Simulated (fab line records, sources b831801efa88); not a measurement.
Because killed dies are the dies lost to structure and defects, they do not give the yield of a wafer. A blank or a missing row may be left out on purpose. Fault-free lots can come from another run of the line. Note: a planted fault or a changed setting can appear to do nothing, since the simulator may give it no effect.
fab line records / flow sky130
record: lots: 5 wafers: 14 last-day: 50
route steps=708 shown FIELD_ISO@4
lots that met no fault: from a run of the same line without faults
start-h: hours from the record's opening day to when the first of the lot's shown wafers began / wait-h: hours from the lot's prior step to this one / " as in the row above / L1.1+2: one row covering several wafers at once / - no value, or no start was given / * or withheld: withheld / < > ~ a bound
route shown NAME@n: names a module that has steps shown in the file, with the first one's number in the route / usual: the fault-free wafers' mean and standard deviation / same: alike in all rows / chamber/n: place in a boat / sites: per-site readings / _std_site: standard deviation of those values / _edge_site: outer sites' mean less inner sites' / radius-mm: how far each site lies from the wafer's centre / mask NAME#n: copy n / behind: tool/chamber where the wafer was last shaped / hold: why the lot went on hold/how many hours it stayed there/how the hold came to an end / device: the n, p or np transistor that did not switch / end of line: the tests these same wafers got at the end of their route / a step with no rows: only its recipe / killed: dies that structure and defects cost at the first sort, which is not the same as the wafer's yield / map: per-die view of a wafer (x killed, . not killed, _ where there is no die)
set.NAME: the setting as run; set.NAME@STEP: as run at that earlier step / model.NAME: the simulator's own value behind a step, which no gauge read
lots seen at some steps along the route; tables by step, rows by wafer
services: from which hour (start-h, from the record's first day; less than 0 if before it) a tool's chamber was out of use, for how many hours, and why
== steps ==
step: SKY_FIELD_ISO_CVD_03
recipe: material: Si3N4 precursor: DCS/NH3 target-thk-nm: 165 temp-c: 770 time-s: 2830 pressure-mtorr: 250
step: SKY_FIELD_ISO_THK_MEAS_04
recipe: reads: Si3N4_of_FIELD_ISO_CVD_03
usual: FIELD_ISO_CVD_03_THK: 165.2/1.7
lot.wafer=L446.1 tool=film-metro-02 chamber=- start-h=14.54 wait-h=0.0 FIELD_ISO_CVD_03_THK[nm]=165.0
lot.wafer=L446.4 tool=film-metro-02 chamber=- start-h=14.54 wait-h=0.0 FIELD_ISO_CVD_03_THK[nm]=163.2
lot.wafer=L446.6 tool=film-metro-02 chamber=- start-h=14.54 wait-h=0.0 FIELD_ISO_CVD_03_THK[nm]=164.8
lot.wafer=L455.2 tool=film-metro-04 chamber=- start-h=60.21 wait-h=0.0 FIELD_ISO_CVD_03_THK[nm]=164.2
lot.wafer=L455.3 tool=film-metro-04 chamber=- start-h=60.21 wait-h=0.0 FIELD_ISO_CVD_03_THK[nm]=165.0
lot.wafer=L455.5 tool=film-metro-04 chamber=- start-h=60.21 wait-h=0.0 FIELD_ISO_CVD_03_THK[nm]=164.4
lot.wafer=L456.1 tool=film-metro-02 chamber=- start-h=64.26 wait-h=0.0 FIELD_ISO_CVD_03_THK[nm]=164.4
lot.wafer=L456.2 tool=film-metro-02 chamber=- start-h=64.26 wait-h=0.0 FIELD_ISO_CVD_03_THK[nm]=163.7
lot.wafer=L456.5 tool=film-metro-02 chamber=- start-h=64.26 wait-h=0.0 FIELD_ISO_CVD_03_THK[nm]=165.5
lot.wafer=L461.1 tool=film-metro-04 chamber=- start-h=88.82 wait-h=0.0 FIELD_ISO_CVD_03_THK[nm]=166.6
lot.wafer=L461.4 tool=film-metro-04 chamber=- start-h=88.82 wait-h=0.0 FIELD_ISO_CVD_03_THK[nm]=167.3
lot.wafer=L461.5 tool=film-metro-04 chamber=- start-h=88.82 wait-h=0.0 FIELD_ISO_CVD_03_THK[nm]=166.7
lot.wafer=L469.2 tool=film-metro-04 chamber=- start-h=129.92 wait-h=0.0 FIELD_ISO_CVD_03_THK[nm]=167.2
lot.wafer=L469.4 tool=film-metro-04 chamber=- start-h=129.92 wait-h=0.0 FIELD_ISO_CVD_03_THK[nm]=166.3
step: SKY_FIELD_ISO_DEHYDRATE_05
recipe: temp-c: 200 time-s: 60
step: SKY_FIELD_ISO_HMDS_06
recipe: prime-time-s: 60 prime-temp-c: 120
step: SKY_FIELD_ISO_COAT_07
recipe: resist: BARC temp-c: withheld time-s: withheld spin-rpm: 3000 resist-thk-nm: 60
step: SKY_FIELD_ISO_COAT_08
recipe: resist: KrF-thick spin-rpm: 3000 resist-thk-nm: 450
step: SKY_FIELD_ISO_SOFTBAKE_09
recipe: temp-c: 100 time-s: 90 resist: KrF-thick
step: SKY_FIELD_ISO_EXPOSE_10
recipe: mask-id: FOM na: 0.68 source-shape: annular sigma-inner: 0.4 sigma-outer: 0.8 target-cd-nm: 150 dose-mj: 28
step: SKY_FIELD_ISO_PEB_11
recipe: peb-temp-c: withheld peb-time-s: withheld resist: KrF-thick
step: SKY_FIELD_ISO_DEVELOP_12
recipe: develop-time-s: 60 resist: KrF-thick dev-temp-c: 21
step: SKY_FIELD_ISO_CD_MEAS_13
recipe: target-cd-nm: 150
usual: cd-nm: 149.5/1.3
lot.wafer=L446.1 tool=cd-sem-01 chamber=- start-h=28.93 wait-h=- cd-nm=149.2
lot.wafer=L446.4 tool=cd-sem-01 chamber=- start-h=28.93 wait-h=- cd-nm=149.9
lot.wafer=L446.6 tool=cd-sem-01 chamber=- start-h=28.93 wait-h=- cd-nm=148.6
lot.wafer=L455.2 tool=cd-sem-02 chamber=- start-h=75.64 wait-h=- cd-nm=149.1
lot.wafer=L455.3 tool=cd-sem-02 chamber=- start-h=75.64 wait-h=- cd-nm=149.8
lot.wafer=L455.5 tool=cd-sem-02 chamber=- start-h=75.64 wait-h=- cd-nm=150.0
lot.wafer=L456.1 tool=cd-sem-02 chamber=- start-h=80.52 wait-h=- cd-nm=147.5
lot.wafer=L456.2 tool=cd-sem-02 chamber=- start-h=80.52 wait-h=- cd-nm=146.9
lot.wafer=L456.5 tool=cd-sem-02 chamber=- start-h=80.52 wait-h=- cd-nm=147.9
lot.wafer=L461.1 tool=cd-sem-02 chamber=- start-h=106.77 wait-h=- cd-nm=151.9
lot.wafer=L461.4 tool=cd-sem-02 chamber=- start-h=106.77 wait-h=- cd-nm=150.8
lot.wafer=L461.5 tool=cd-sem-02 chamber=- start-h=106.77 wait-h=- cd-nm=150.6
lot.wafer=L469.2 tool=cd-sem-02 chamber=- start-h=148.94 wait-h=- cd-nm=149.9
lot.wafer=L469.4 tool=cd-sem-02 chamber=- start-h=148.94 wait-h=- cd-nm=149.5
step: SKY_FIELD_ISO_ETCH_14
recipe: chemistry: N2/H2 target: BARC ion-energy-ev: 200 source-w: 500 bias-w: 100 pressure-mtorr: 30 n2-flow-sccm: 100 h2-flow-sccm: 200 stop-on: SiO2 time-s: 45.9 target-depth-a: 600
usual: bias-w: 100.0/0.33 chamber-pressure-mTorr: 29.998/0.028 drypump-motor-current-A: 6.0/0.36 oes-product-au: 0.854/0.0049 throttle-valve-pct: 13.226/0.0093
same: time-s: 45.9
lot.wafer=L446.1 tool=rie-diel-04 chamber=2 start-h=29.05 wait-h=0.1 bias-w=100.3 chamber-pressure-mTorr=29.967 drypump-motor-current-A=6.6 oes-product-au=0.858 rf-hours-counter-h=65 throttle-valve-pct=13.225
lot.wafer=L446.4 tool=rie-diel-04 chamber=3 start-h=29.05 wait-h=0.1 bias-w=99.5 chamber-pressure-mTorr=30.019 drypump-motor-current-A=6.4 oes-product-au=0.859 rf-hours-counter-h=- throttle-valve-pct=13.224
lot.wafer=L446.6 tool=rie-diel-04 chamber=0 start-h=29.05 wait-h=0.1 bias-w=100.2 chamber-pressure-mTorr=30.043 drypump-motor-current-A=5.7 oes-product-au=0.857 rf-hours-counter-h=- throttle-valve-pct=13.231
lot.wafer=L455.2 tool=rie-diel-04 chamber=0 start-h=75.74 wait-h=0.1 bias-w=100.1 chamber-pressure-mTorr=30.006 drypump-motor-current-A=5.7 oes-product-au=0.856 rf-hours-counter-h=119 throttle-valve-pct=13.227
lot.wafer=L455.3 tool=rie-diel-04 chamber=1 start-h=75.74 wait-h=0.1 bias-w=100.3 chamber-pressure-mTorr=29.973 drypump-motor-current-A=6.2 oes-product-au=0.856 rf-hours-counter-h=34 throttle-valve-pct=13.239
lot.wafer=L455.5 tool=rie-diel-04 chamber=3 start-h=75.74 wait-h=0.1 bias-w=100.2 chamber-pressure-mTorr=30.001 drypump-motor-current-A=6.3 oes-product-au=0.848 rf-hours-counter-h=- throttle-valve-pct=13.199
lot.wafer=L456.1 tool=rie-diel-04 chamber=3 start-h=80.64 wait-h=0.1 bias-w=99.8 chamber-pressure-mTorr=30.006 drypump-motor-current-A=6.3 oes-product-au=0.853 rf-hours-counter-h=115 throttle-valve-pct=13.254
lot.wafer=L456.2 tool=rie-diel-04 chamber=1 start-h=80.64 wait-h=0.1 bias-w=100.1 chamber-pressure-mTorr=30.009 drypump-motor-current-A=6.2 oes-product-au=0.852 rf-hours-counter-h=34 throttle-valve-pct=13.226
lot.wafer=L456.5 tool=rie-diel-04 chamber=2 start-h=80.64 wait-h=0.1 bias-w=99.5 chamber-pressure-mTorr=30.022 drypump-motor-current-A=6.6 oes-product-au=0.851 rf-hours-counter-h=- throttle-valve-pct=13.219
lot.wafer=L461.1 tool=rie-diel-03 chamber=1 start-h=106.89 wait-h=0.1 bias-w=99.5 chamber-pressure-mTorr=29.979 drypump-motor-current-A=5.6 oes-product-au=0.853 rf-hours-counter-h=17 throttle-valve-pct=13.238
lot.wafer=L461.4 tool=rie-diel-03 chamber=0 start-h=106.89 wait-h=0.1 bias-w=100.4 chamber-pressure-mTorr=30.035 drypump-motor-current-A=6.1 oes-product-au=0.855 rf-hours-counter-h=8 throttle-valve-pct=13.223
lot.wafer=L461.5 tool=rie-diel-03 chamber=3 start-h=106.89 wait-h=0.1 bias-w=99.6 chamber-pressure-mTorr=30.003 drypump-motor-current-A=6.2 oes-product-au=0.860 rf-hours-counter-h=- throttle-valve-pct=13.212
lot.wafer=L469.2 tool=rie-diel-03 chamber=1 start-h=149.04 wait-h=0.1 bias-w=100.3 chamber-pressure-mTorr=29.998 drypump-motor-current-A=5.6 oes-product-au=0.859 rf-hours-counter-h=18 throttle-valve-pct=13.224
lot.wafer=L469.4 tool=rie-diel-03 chamber=2 start-h=149.04 wait-h=0.1 bias-w=100.0 chamber-pressure-mTorr=30.019 drypump-motor-current-A=5.3 oes-product-au=0.863 rf-hours-counter-h=63 throttle-valve-pct=13.217
step: SKY_FIELD_ISO_ETCH_15
recipe: chemistry: CHF3/O2 target-depth-nm: 180 stop-on: Si source-w: 600 bias-w: 200 pressure-mtorr: 40 chf3-flow-sccm: 50 O2_flow_sccm: 5 time-s: 72
usual: bias-w: 200.0/0.6 chamber-pressure-mTorr: 40.00/0.036 drypump-motor-current-A: 6.0/0.36 oes-product-au: 0.946/0.0064 throttle-valve-pct: 8.845/0.0089
same: time-s: 72
lot.wafer=L446.1 tool=rie-diel-04 chamber=2 start-h=29.09 wait-h=0.0 bias-w=199.4 chamber-pressure-mTorr=40.02 drypump-motor-current-A=6.6 oes-product-au=0.952 rf-hours-counter-h=65 throttle-valve-pct=8.828 model.KrF-thick_of_FIELD_ISO_COAT_08.thk-nm=246.1
lot.wafer=L446.4 tool=rie-diel-04 chamber=3 start-h=29.09 wait-h=0.0 bias-w=201.0 chamber-pressure-mTorr=39.94 drypump-motor-current-A=6.3 oes-product-au=0.944 rf-hours-counter-h=- throttle-valve-pct=8.837 model.KrF-thick_of_FIELD_ISO_COAT_08.thk-nm=239.7
lot.wafer=L446.6 tool=rie-diel-04 chamber=0 start-h=29.09 wait-h=0.0 bias-w=199.6 chamber-pressure-mTorr=40.00 drypump-motor-current-A=5.7 oes-product-au=0.946 rf-hours-counter-h=- throttle-valve-pct=8.837 model.KrF-thick_of_FIELD_ISO_COAT_08.thk-nm=238.9
lot.wafer=L455.2 tool=rie-diel-04 chamber=0 start-h=75.78 wait-h=0.0 bias-w=200.1 chamber-pressure-mTorr=39.96 drypump-motor-current-A=5.7 oes-product-au=0.948 rf-hours-counter-h=119 throttle-valve-pct=8.857 model.KrF-thick_of_FIELD_ISO_COAT_08.thk-nm=235.5
lot.wafer=L455.3 tool=rie-diel-04 chamber=1 start-h=75.78 wait-h=0.0 bias-w=200.2 chamber-pressure-mTorr=40.00 drypump-motor-current-A=6.3 oes-product-au=0.946 rf-hours-counter-h=34 throttle-valve-pct=8.854 model.KrF-thick_of_FIELD_ISO_COAT_08.thk-nm=234
lot.wafer=L455.5 tool=rie-diel-04 chamber=3 start-h=75.78 wait-h=0.0 bias-w=199.3 chamber-pressure-mTorr=40.03 drypump-motor-current-A=6.3 oes-product-au=0.950 rf-hours-counter-h=- throttle-valve-pct=8.850 model.KrF-thick_of_FIELD_ISO_COAT_08.thk-nm=239.5
lot.wafer=L456.1 tool=rie-diel-04 chamber=3 start-h=80.68 wait-h=0.0 bias-w=199.8 chamber-pressure-mTorr=40.02 drypump-motor-current-A=6.3 oes-product-au=0.944 rf-hours-counter-h=115 throttle-valve-pct=8.828 model.KrF-thick_of_FIELD_ISO_COAT_08.thk-nm=237.7
lot.wafer=L456.2 tool=rie-diel-04 chamber=1 start-h=80.68 wait-h=0.0 bias-w=200.3 chamber-pressure-mTorr=40.00 drypump-motor-current-A=6.2 oes-product-au=0.946 rf-hours-counter-h=34 throttle-valve-pct=8.837 model.KrF-thick_of_FIELD_ISO_COAT_08.thk-nm=231.2
lot.wafer=L456.5 tool=rie-diel-04 chamber=2 start-h=80.68 wait-h=0.0 bias-w=199.7 chamber-pressure-mTorr=39.98 drypump-motor-current-A=6.6 oes-product-au=0.954 rf-hours-counter-h=- throttle-valve-pct=8.848 model.KrF-thick_of_FIELD_ISO_COAT_08.thk-nm=238
lot.wafer=L461.1 tool=rie-diel-03 chamber=1 start-h=106.93 wait-h=0.0 bias-w=199.8 chamber-pressure-mTorr=39.95 drypump-motor-current-A=5.6 oes-product-au=0.953 rf-hours-counter-h=17 throttle-valve-pct=8.840 model.KrF-thick_of_FIELD_ISO_COAT_08.thk-nm=234.1
lot.wafer=L461.4 tool=rie-diel-03 chamber=0 start-h=106.93 wait-h=0.0 bias-w=198.9 chamber-pressure-mTorr=39.95 drypump-motor-current-A=6.0 oes-product-au=0.951 rf-hours-counter-h=8 throttle-valve-pct=8.826 model.KrF-thick_of_FIELD_ISO_COAT_08.thk-nm=240
lot.wafer=L461.5 tool=rie-diel-03 chamber=3 start-h=106.93 wait-h=0.0 bias-w=199.1 chamber-pressure-mTorr=39.94 drypump-motor-current-A=6.2 oes-product-au=0.950 rf-hours-counter-h=- throttle-valve-pct=8.864 model.KrF-thick_of_FIELD_ISO_COAT_08.thk-nm=237.9
lot.wafer=L469.2 tool=rie-diel-03 chamber=1 start-h=149.08 wait-h=0.0 bias-w=199.3 chamber-pressure-mTorr=40.03 drypump-motor-current-A=5.5 oes-product-au=0.953 rf-hours-counter-h=18 throttle-valve-pct=8.849 model.KrF-thick_of_FIELD_ISO_COAT_08.thk-nm=235.5
lot.wafer=L469.4 tool=rie-diel-03 chamber=2 start-h=149.08 wait-h=0.0 bias-w=200.0 chamber-pressure-mTorr=40.03 drypump-motor-current-A=5.3 oes-product-au=0.719 rf-hours-counter-h=63 throttle-valve-pct=8.784 model.KrF-thick_of_FIELD_ISO_COAT_08.thk-nm=309.9
step: SKY_FIELD_ISO_STRIP_16
recipe: chemistry: O2/N2 power-w: 1400 pressure-mtorr: 1500 platen-temp-c: withheld o2-flow-sccm: 3000 n2-flow-sccm: 300 overash-fraction: 0.5
usual: chamber-pressure-mTorr: 1500.0/1.3 drypump-motor-current-A: 5.6/0.45 oes-product-au: 0.379/0.0048 strip-time-to-endpoint-s: 3.58/0.048
lot.wafer=L446.1 tool=plasma-asher-03 chamber=0 start-h=29.15 wait-h=0.0 chamber-pressure-mTorr=1501.2 drypump-motor-current-A=6.5 oes-product-au=0.379 rf-hours-counter-h=20 strip-time-to-endpoint-s=3.65
lot.wafer=L446.4 tool=plasma-asher-03 chamber=1 start-h=29.15 wait-h=0.0 chamber-pressure-mTorr=1498.1 drypump-motor-current-A=5.4 oes-product-au=0.370 rf-hours-counter-h=- strip-time-to-endpoint-s=3.59
lot.wafer=L446.6 tool=plasma-asher-03 chamber=1 start-h=29.15 wait-h=0.0 chamber-pressure-mTorr=1498.9 drypump-motor-current-A=5.3 oes-product-au=0.374 rf-hours-counter-h=- strip-time-to-endpoint-s=3.57
lot.wafer=L455.2 tool=plasma-asher-02 chamber=1 start-h=75.84 wait-h=0.0 chamber-pressure-mTorr=1500.7 drypump-motor-current-A=5.4 oes-product-au=0.379 rf-hours-counter-h=40 strip-time-to-endpoint-s=3.53
lot.wafer=L455.3 tool=plasma-asher-02 chamber=1 start-h=75.84 wait-h=0.0 chamber-pressure-mTorr=1499.3 drypump-motor-current-A=5.4 oes-product-au=0.381 rf-hours-counter-h=- strip-time-to-endpoint-s=3.52
lot.wafer=L455.5 tool=plasma-asher-02 chamber=0 start-h=75.84 wait-h=0.0 chamber-pressure-mTorr=1495.9 drypump-motor-current-A=5.5 oes-product-au=0.375 rf-hours-counter-h=- strip-time-to-endpoint-s=3.58
lot.wafer=L456.1 tool=plasma-asher-03 chamber=0 start-h=80.74 wait-h=0.0 chamber-pressure-mTorr=1498.3 drypump-motor-current-A=6.4 oes-product-au=0.388 rf-hours-counter-h=25 strip-time-to-endpoint-s=3.55
lot.wafer=L456.2 tool=plasma-asher-03 chamber=1 start-h=80.74 wait-h=0.0 chamber-pressure-mTorr=1498.0 drypump-motor-current-A=5.3 oes-product-au=0.373 rf-hours-counter-h=25 strip-time-to-endpoint-s=3.46
lot.wafer=L456.5 tool=plasma-asher-03 chamber=0 start-h=80.74 wait-h=0.0 chamber-pressure-mTorr=1499.0 drypump-motor-current-A=6.4 oes-product-au=0.379 rf-hours-counter-h=- strip-time-to-endpoint-s=3.55
lot.wafer=L461.1 tool=plasma-asher-03 chamber=0 start-h=106.99 wait-h=0.0 chamber-pressure-mTorr=1500.2 drypump-motor-current-A=6.4 oes-product-au=0.373 rf-hours-counter-h=28 strip-time-to-endpoint-s=3.52
lot.wafer=L461.4 tool=plasma-asher-03 chamber=1 start-h=106.99 wait-h=0.0 chamber-pressure-mTorr=1501.5 drypump-motor-current-A=5.3 oes-product-au=0.376 rf-hours-counter-h=- strip-time-to-endpoint-s=3.58
lot.wafer=L461.5 tool=plasma-asher-03 chamber=1 start-h=106.99 wait-h=0.0 chamber-pressure-mTorr=1497.0 drypump-motor-current-A=5.4 oes-product-au=0.386 rf-hours-counter-h=- strip-time-to-endpoint-s=3.57
lot.wafer=L469.2 tool=plasma-asher-04 chamber=0 start-h=149.14 wait-h=0.0 chamber-pressure-mTorr=1499.6 drypump-motor-current-A=5.3 oes-product-au=0.382 rf-hours-counter-h=46 strip-time-to-endpoint-s=3.55
lot.wafer=L469.4 tool=plasma-asher-04 chamber=0 start-h=149.14 wait-h=0.0 chamber-pressure-mTorr=1501.0 drypump-motor-current-A=5.3 oes-product-au=0.413 rf-hours-counter-h=- strip-time-to-endpoint-s=4.33
step: SKY_FIELD_ISO_ETCH_17
recipe: target-depth-a: 3420 mask-material: Si3N4 chemistry: HBr/Cl2/O2 target: Si taper-deg: 5 icp-w: 600 bias-w: 150 pressure-mtorr: 15 HBr_flow_sccm: 150 Cl2_flow_sccm: 40 O2_flow_sccm: 6 time-s: 97.7
usual: HBr_flow_sccm: 150.0/0.43 bias-w: 150.1/0.46 chamber-pressure-mTorr: 14.999/0.014 drypump-motor-current-A: 5.6/0.41 oes-product-au: 1.000/0.0097 throttle-valve-pct: 25.658/0.011
same: time-s: 97.7
lot.wafer=L446.1 tool=rie-si-02 chamber=3 start-h=29.25 wait-h=0.1 HBr_flow_sccm=149.8 bias-w=149.8 chamber-pressure-mTorr=14.974 drypump-motor-current-A=5.1 oes-product-au=0.996 rf-hours-counter-h=151 throttle-valve-pct=25.669
lot.wafer=L446.4 tool=rie-si-02 chamber=2 start-h=29.25 wait-h=0.1 HBr_flow_sccm=149.5 bias-w=150.5 chamber-pressure-mTorr=14.992 drypump-motor-current-A=5.6 oes-product-au=1.005 rf-hours-counter-h=14 throttle-valve-pct=25.650
lot.wafer=L446.6 tool=rie-si-02 chamber=1 start-h=29.25 wait-h=0.1 HBr_flow_sccm=150.2 bias-w=150.2 chamber-pressure-mTorr=15.011 drypump-motor-current-A=5.2 oes-product-au=0.997 rf-hours-counter-h=- throttle-valve-pct=25.645
lot.wafer=L455.2 tool=rie-si-01 chamber=0 start-h=75.94 wait-h=0.1 HBr_flow_sccm=150.2 bias-w=149.5 chamber-pressure-mTorr=14.992 drypump-motor-current-A=5.2 oes-product-au=0.999 rf-hours-counter-h=123 throttle-valve-pct=25.656
lot.wafer=L455.3 tool=rie-si-01 chamber=2 start-h=75.94 wait-h=0.1 HBr_flow_sccm=150.6 bias-w=150.6 chamber-pressure-mTorr=14.982 drypump-motor-current-A=5.8 oes-product-au=0.996 rf-hours-counter-h=3 throttle-valve-pct=25.663
lot.wafer=L455.5 tool=rie-si-01 chamber=2 start-h=75.94 wait-h=0.1 HBr_flow_sccm=150.3 bias-w=150.8 chamber-pressure-mTorr=14.991 drypump-motor-current-A=5.8 oes-product-au=0.991 rf-hours-counter-h=- throttle-valve-pct=25.654
lot.wafer=L456.1 tool=rie-si-02 chamber=0 start-h=80.84 wait-h=0.1 HBr_flow_sccm=149.6 bias-w=150.5 chamber-pressure-mTorr=15.013 drypump-motor-current-A=5.5 oes-product-au=0.999 rf-hours-counter-h=106 throttle-valve-pct=25.665
lot.wafer=L456.2 tool=rie-si-02 chamber=3 start-h=80.84 wait-h=0.1 HBr_flow_sccm=150.5 bias-w=150.6 chamber-pressure-mTorr=14.982 drypump-motor-current-A=5.1 oes-product-au=1.013 rf-hours-counter-h=151 throttle-valve-pct=25.655
lot.wafer=L456.5 tool=rie-si-02 chamber=3 start-h=80.84 wait-h=0.1 HBr_flow_sccm=150.6 bias-w=149.3 chamber-pressure-mTorr=15.007 drypump-motor-current-A=5.1 oes-product-au=1.008 rf-hours-counter-h=- throttle-valve-pct=25.652
lot.wafer=L461.1 tool=rie-si-01 chamber=1 start-h=107.09 wait-h=0.1 HBr_flow_sccm=149.2 bias-w=149.6 chamber-pressure-mTorr=15.014 drypump-motor-current-A=6.1 oes-product-au=0.978 rf-hours-counter-h=97 throttle-valve-pct=25.659
lot.wafer=L461.4 tool=rie-si-01 chamber=0 start-h=107.09 wait-h=0.1 HBr_flow_sccm=150.8 bias-w=151.1 chamber-pressure-mTorr=15.010 drypump-motor-current-A=5.2 oes-product-au=0.980 rf-hours-counter-h=123 throttle-valve-pct=25.664
lot.wafer=L461.5 tool=rie-si-01 chamber=2 start-h=107.09 wait-h=0.1 HBr_flow_sccm=150.7 bias-w=150.3 chamber-pressure-mTorr=15.006 drypump-motor-current-A=5.8 oes-product-au=0.987 rf-hours-counter-h=- throttle-valve-pct=25.675
lot.wafer=L469.2 tool=rie-si-01 chamber=3 start-h=149.24 wait-h=0.1 HBr_flow_sccm=149.4 bias-w=150.1 chamber-pressure-mTorr=15.004 drypump-motor-current-A=6.3 oes-product-au=1.018 rf-hours-counter-h=133 throttle-valve-pct=25.662
lot.wafer=L469.4 tool=rie-si-01 chamber=0 start-h=149.24 wait-h=0.1 HBr_flow_sccm=149.9 bias-w=149.3 chamber-pressure-mTorr=15.026 drypump-motor-current-A=5.2 oes-product-au=1.001 rf-hours-counter-h=124 throttle-valve-pct=25.644
== services ==
tool=rie-diel-04 chamber=0 start-h=9.48 hours=12.6 kind=repair
tool=rie-si-01 chamber=2 start-h=26.56 hours=1.7 kind=repair
tool=rie-si-01 chamber=0 start-h=27.90 hours=1.6 kind=repair
tool=rie-diel-04 chamber=1 start-h=28.37 hours=4.6 kind=repair
tool=rie-si-01 chamber=0 start-h=33.65 hours=1.9 kind=repair
tool=rie-diel-04 chamber=1 start-h=38.29 hours=17.1 kind=repair
tool=rie-si-02 chamber=2 start-h=69.18 hours=17.7 kind=repair
tool=rie-si-02 chamber=3 start-h=86.83 hours=- kind=clean
tool=rie-si-02 chamber=3 start-h=86.83 hours=24.3 kind=scheduled-down
tool=rie-si-02 chamber=3 start-h=86.83 hours=24.3 kind=vent-cycle
tool=rie-si-02 chamber=1 start-h=102.61 hours=38.8 kind=repair
tool=plasma-asher-02 chamber=- start-h=125.23 hours=0.4 kind=repair
tool=rie-si-01 chamber=- start-h=132.72 hours=0.2 kind=repair
tool=rie-diel-04 chamber=- start-h=133.10 hours=0.9 kind=repair
tool=rie-diel-04 chamber=0 start-h=140.48 hours=67.8 kind=repair
tool=rie-diel-04 chamber=3 start-h=143.32 hours=3.2 kind=repair
== key ==
first-sign: step: SKY_FIELD_ISO_ETCH_15 reading: oes-product-au direction: down sigmas: 35 usual: 0.946 struck: 0.719
effect: step: SKY_FIELD_ISO_ETCH_15 reading: throttle-valve-pct direction: down sigmas: 6.7 usual: 8.845 struck: 8.784
effect: step: SKY_FIELD_ISO_STRIP_16 reading: strip-time-to-endpoint-s direction: up sigmas: 16 usual: * struck: *
model-effect: step: SKY_FIELD_ISO_ETCH_15 value: KrF-thick_of_FIELD_ISO_COAT_08.thk-nm without: 246.2 struck: 309.9
met-at SKY_FIELD_ISO_ETCH_15
struck-wafers L469.4
later-rows-left-out L469.4
sort-left-out L469.4
tester-left-out L469
onset-between 106.93 149.08
fault: kind: process-parameter-drift tool: rie-diel-03 chamber: - onset-h: 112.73 steps: SKY_FIELD_ISO_ETCH_15 channel: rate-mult offset: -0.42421 shape: step end-h: 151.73 scope: struck-wafers-only
tester-left-out: of these lots the tester's yield and bins aren't shown, on N5 and GAA mostly nor the transistor test; their killed dies are dies lost to structure and defects alone, not to doping, threshold or leakage, so they don't give the yield
sort-left-out: the simulated sort isn't trusted on such a fault, so these wafers' sort isn't shown, and their yield isn't known
later-rows-left-out: the simulator's readings of these wafers behind a module that went badly wrong aren't trusted and aren't shown, but for the sort
